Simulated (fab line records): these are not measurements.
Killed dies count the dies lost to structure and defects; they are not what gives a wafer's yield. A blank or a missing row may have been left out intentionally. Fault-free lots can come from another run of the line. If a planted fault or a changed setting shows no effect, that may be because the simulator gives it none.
Which tool is to blame? + flow gf180mcu + Sampling: 12 lots, 36 wafers, 6 of 602 route steps

## WHAT EACH GAUGE READ, for each wafer
GF_MVPSD_TW_MEAS_11. Usual: for MVPSD_TW the level is 554 and the standard deviation is 4.7.
| lot  | measured     | on            | MVPSD_TW    | flag |
|------|--------------|---------------|-------------|------|
| L321 | day 5 16:20  | film-metro-04 | 551 548 548 |      |
| L322 | day 5 16:41  | film-metro-04 | 553 550 550 |      |
| L323 | day 6 00:14  | film-metro-03 | 562 561 563 |      |
| L324 | day 6 04:44  | film-metro-04 | 549 552 556 |      |
| L329 | day 7 10:36  | film-metro-04 | 549 552 551 |      |
| L330 | day 7 11:28  | film-metro-02 | 553 554 554 |      |
| L331 | day 7 20:14  | film-metro-02 | 554 555 556 |      |
| L332 | day 7 23:56  | film-metro-02 | 552 553 554 |      |
| L336 | day 9 01:50  | film-metro-03 | 563 565 566 |      |
| L340 | day 10 00:21 | film-metro-04 | 643 645 645 | OFF  |
| L341 | day 10 05:31 | film-metro-04 | 640 641 643 | OFF  |
| L343 | day 10 17:48 | film-metro-02 | 554 551 550 |      |

GF_VT_IMPLANT_OVL_MEAS_07. Usual: for VT_IMPLANT_OVL the level is 0.4 nm and the standard deviation is 1.3.
| lot  | measured     | on         | VT_IMPLANT_OVL (nm) | flag |
|------|--------------|------------|---------------------|------|
| L321 | day 6 07:19  | overlay-01 | 0.8 3.2 -0.2        |      |
| L322 | day 6 07:31  | overlay-02 | -1.7 -1.8 -0.4      |      |
| L323 | day 6 15:13  | overlay-02 | 0.8 0.5 2.0         |      |
| L324 | day 6 19:46  | overlay-01 | 1.3 -1.4 2.0        |      |
| L329 | day 8 01:38  | overlay-01 | -0.1 -0.6 0.1       |      |
| L330 | day 8 03:01  | overlay-01 | 1.3 1.3 0.7         |      |
| L331 | day 8 12:33  | overlay-02 | -1.1 0.4 -0.4       |      |
| L332 | day 8 16:10  | overlay-01 | 0.1 -1.1 1.8        |      |
| L336 | day 9 18:41  | overlay-02 | -0.4 0.7 -0.6       |      |
| L340 | day 10 17:52 | overlay-02 | -1.9 -2.2 -0.3      |      |
| L341 | day 11 00:08 | overlay-02 | 3.9 2.2 1.2         |      |
| L343 | day 11 11:17 | overlay-02 | 0.2 1.3 0.1         |      |

GF_VT_IMPLANT_RS_MEAS_49: a four-point-probe measurement. Usual: for MVPSD_RS the level is 1168 ohm/sq and the standard deviation is 3.5.
| lot  | measured     | on            | MVPSD_RS (ohm/sq) | flag |
|------|--------------|---------------|-------------------|------|
| L321 | day 8 06:34  | film-metro-02 | 1168 1175 1172    |      |
| L322 | day 8 07:58  | film-metro-04 | 1159 1165 1162    |      |
| L323 | day 8 15:52  | film-metro-02 | 1171 1171 1172    |      |
| L324 | day 8 20:17  | film-metro-04 | 1169 1166 1168    |      |
| L329 | day 10 05:28 | film-metro-03 | 1171 1172 1169    |      |
| L330 | day 10 07:14 | film-metro-04 | 1165 1165 1164    |      |
| L331 | day 10 17:33 | film-metro-04 | 1167 1168 1166    |      |
| L332 | day 10 21:34 | film-metro-02 | 1170 1170 1170    |      |
| L336 | day 12 02:17 | film-metro-02 | 1171 1169 1169    |      |
| L340 | day 13 03:10 | film-metro-04 | 881 882 880       | OFF  |
| L341 | day 13 11:02 | film-metro-04 | 882 881 881       | OFF  |
| L343 | day 13 22:29 | film-metro-04 | 1162 1161 1162    |      |

## EACH LOT AND THE TOOL THAT RAN IT (in order: tool; ch and the chambers of the sampled wafers; start)
| lot  | GF_STI_CMP_25                | GF_LVPWELL_STRIP_10                 | GF_MVPSD_IMPLANT_08             |
|------|------------------------------|-------------------------------------|---------------------------------|
| L321 | cmp-01 ch 1,2, day 2 13:16   | plasma-asher-02 ch 0,1, day 4 11:24 | implanter-04 ch 0, day 5 15:58  |
| L322 | cmp-01 ch 0,1,3, day 2 17:08 | plasma-asher-04 ch 0,1, day 4 11:45 | implanter-03 ch 0, day 5 16:17  |
| L323 | cmp-01 ch 0,1,2, day 2 23:08 | plasma-asher-02 ch 0,1, day 4 19:23 | implanter-01 ch 0, day 5 23:52  |
| L324 | cmp-02 ch 1,2,3, day 3 04:28 | plasma-asher-01 ch 0,1, day 4 22:58 | implanter-01 ch 0, day 6 04:20  |
| L329 | cmp-01 ch 1,2,3, day 4 03:44 | plasma-asher-01 ch 0,1, day 6 02:25 | implanter-04 ch 0, day 7 10:12  |
| L330 | cmp-01 ch 0,2,3, day 4 07:28 | plasma-asher-01 ch 0,1, day 6 05:00 | implanter-03 ch 0, day 7 11:04  |
| L331 | cmp-01 ch 0,1,3, day 4 15:13 | plasma-asher-02 ch 0,1, day 6 13:03 | implanter-01 ch 0, day 7 19:53  |
| L332 | cmp-01 ch 1,2, day 4 16:50   | plasma-asher-02 ch 1, day 6 15:55   | implanter-04 ch 0, day 7 23:32  |
| L336 | cmp-02 ch 0,1,2, day 5 15:02 | plasma-asher-01 ch 0,1, day 7 16:45 | implanter-04 ch 0, day 9 01:26  |
| L340 | cmp-02 ch 0,2, day 6 11:01   | plasma-asher-02 ch 0, day 8 12:47   | implanter-04 ch 0, day 9 23:57  |
| L341 | cmp-02 ch 1,2, day 6 15:52   | plasma-asher-02 ch 0,1, day 8 18:28 | implanter-04 ch 0, day 10 05:09 |
| L343 | cmp-01 ch 0,3, day 7 02:07   | plasma-asher-02 ch 0,1, day 9 06:25 | implanter-03 ch 0, day 10 17:26 |
- GF_STI_CMP_25: polishes, stops on Si3N4, t overpolish 33 s, target thk 524.6 nm.
- GF_LVPWELL_STRIP_10: strips in O2/N2.
- GF_MVPSD_IMPLANT_08

## AS READ BY THE TOOLS THEMSELVES (means over the sampled wafers that have a number; for cases with no such wafer, the mark the record gives instead)
GF_STI_CMP_25. Usual: edge-zone-pressure-frac 1.000, standard deviation 0.005; motor-current-A 12.7 A, standard deviation 1.4; overpolish-run-s 32.999 s, standard deviation 0.0088; time-to-endpoint-s 122 s, standard deviation 6.1.
| lot  | tool   | edge-zone-pressure-frac | motor-current-A (A) | overpolish-run-s (s) | time-to-endpoint-s (s) | flag |
|------|--------|-------------------------|---------------------|----------------------|------------------------|------|
| L321 | cmp-01 | 0.998                   | 12.9                | 33.003               | 122                    |      |
| L322 | cmp-01 | 0.999                   | 13.5                | 33.005               | 123                    |      |
| L323 | cmp-01 | 1.001                   | 14.3                | 33.003               | 118                    |      |
| L324 | cmp-02 | 0.999                   | 11.8                | 32.995               | 124                    |      |
| L329 | cmp-01 | 1.001                   | 13.0                | 32.994               | 121                    |      |
| L330 | cmp-01 | 0.996                   | 13.3                | 32.997               | 121                    |      |
| L331 | cmp-01 | 1.002                   | 13.3                | 32.998               | 121                    |      |
| L332 | cmp-01 | 1.003                   | 13.1                | 32.991               | 124                    |      |
| L336 | cmp-02 | 1.004                   | 12.0                | 33.001               | 122                    |      |
| L340 | cmp-02 | 1.003                   | 12.6                | 33.002               | 123                    |      |
| L341 | cmp-02 | 0.999                   | 11.6                | 32.998               | 134                    |      |
| L343 | cmp-01 | 1.001                   | 14.4                | 33.002               | 124                    |      |

GF_LVPWELL_STRIP_10. Usual: drypump-motor-current-A 5.4 A, standard deviation 0.47; heater-power-w 308 W, standard deviation 13; oes-product-au 0.723 a.u., standard deviation 0.0046; strip-time-to-endpoint-s 36.97 s, standard deviation 0.12.
| lot  | tool            | drypump-motor-current-A (A) | heater-power-w (W) | oes-product-au (a.u.) | strip-time-to-endpoint-s (s) | flag |
|------|-----------------|-----------------------------|--------------------|-----------------------|------------------------------|------|
| L321 | plasma-asher-02 | 5.5                         | 314                | 0.726                 | 36.88                        |      |
| L322 | plasma-asher-04 | 6.2                         | 312                | 0.720                 | 37.02                        |      |
| L323 | plasma-asher-02 | 5.1                         | 318                | 0.725                 | 37.10                        |      |
| L324 | plasma-asher-01 | 5.3                         | 303                | 0.723                 | 37.04                        |      |
| L329 | plasma-asher-01 | 5.6                         | 297                | 0.722                 | 36.84                        |      |
| L330 | plasma-asher-01 | 5.3                         | 299                | 0.722                 | 37.01                        |      |
| L331 | plasma-asher-02 | 5.5                         | 310                | 0.725                 | 37.02                        |      |
| L332 | plasma-asher-02 | 5.8                         | 302                | 0.723                 | 37.04                        |      |
| L336 | plasma-asher-01 | 5.6                         | 303                | 0.723                 | 36.91                        |      |
| L340 | plasma-asher-02 | 4.8                         | 322                | 0.725                 | 37.10                        |      |
| L341 | plasma-asher-02 | 5.2                         | 314                | 0.722                 | 36.79                        |      |
| L343 | plasma-asher-02 | 5.2                         | 317                | 0.722                 | 36.81                        |      |

GF_MVPSD_IMPLANT_08. Usual: beam-on-s 10.01 s, standard deviation 0.2; dose-ions-cm2 1.4999e+13, standard deviation 1.6e+10; faraday-current-uA 84.5, standard deviation 1.7.
| lot  | tool         | beam-on-s (s) | dose-ions-cm2 | faraday-current-uA | flag |
|------|--------------|---------------|---------------|--------------------|------|
| L321 | implanter-04 | 10.08         | 1.4993e+13    | 83.7               |      |
| L322 | implanter-03 | 10.19         | 1.4982e+13    | 83.1               |      |
| L323 | implanter-01 | 10.00         | 1.5005e+13    | 84.6               |      |
| L324 | implanter-01 | 10.14         | 1.4977e+13    | 83.5               |      |
| L329 | implanter-04 | 9.83          | 1.5001e+13    | 86.1               |      |
| L330 | implanter-03 | 10.08         | 1.5013e+13    | 83.9               |      |
| L331 | implanter-01 | 10.07         | 1.4997e+13    | 84.0               |      |
| L332 | implanter-04 | 9.81          | 1.4996e+13    | 86.4               |      |
| L336 | implanter-04 | 10.26         | 1.5006e+13    | 82.3               |      |
| L340 | implanter-04 | 9.79          | 2.6199e+13    | 150.4              | OFF  |
| L341 | implanter-04 | 10.03         | 2.6168e+13    | 147.3              | OFF  |
| L343 | implanter-03 | 9.95          | 1.4990e+13    | 84.9               |      |

## THE ANSWER, worked out from the rows above alone
Rule: a lot is off if the mean of its wafers that have a number lies more than 3 standard deviations from the usual mean. Also off: a lot with no number at a reading for which 4 or more lots have one. The other lots that the step has rows for count as sound. First the gauges in route order, then the tools' own readings, where a lot's mean is used as printed above. The first step at which some lot is off is used, and at that step the reading that is off furthest; a lot without a number counts as furthest.
Off: L340, L341, at GF_MVPSD_TW_MEAS_11 (MVPSD_TW).
If a tool, at a process step before that reading, ran all the lots that are off and no sound lot after the first of them, it fits. The gauges at GF_MVPSD_TW_MEAS_11 aren't tried: what is off there is off at GF_MVPSD_IMPLANT_08 too, on other tools, and a gauge's error can't cause that. 2 tools fit, cmp-02 at GF_STI_CMP_25 and implanter-04 at GF_MVPSD_IMPLANT_08, so this cannot tell which one it is.

## WHAT THE SIMULATOR PUT IN
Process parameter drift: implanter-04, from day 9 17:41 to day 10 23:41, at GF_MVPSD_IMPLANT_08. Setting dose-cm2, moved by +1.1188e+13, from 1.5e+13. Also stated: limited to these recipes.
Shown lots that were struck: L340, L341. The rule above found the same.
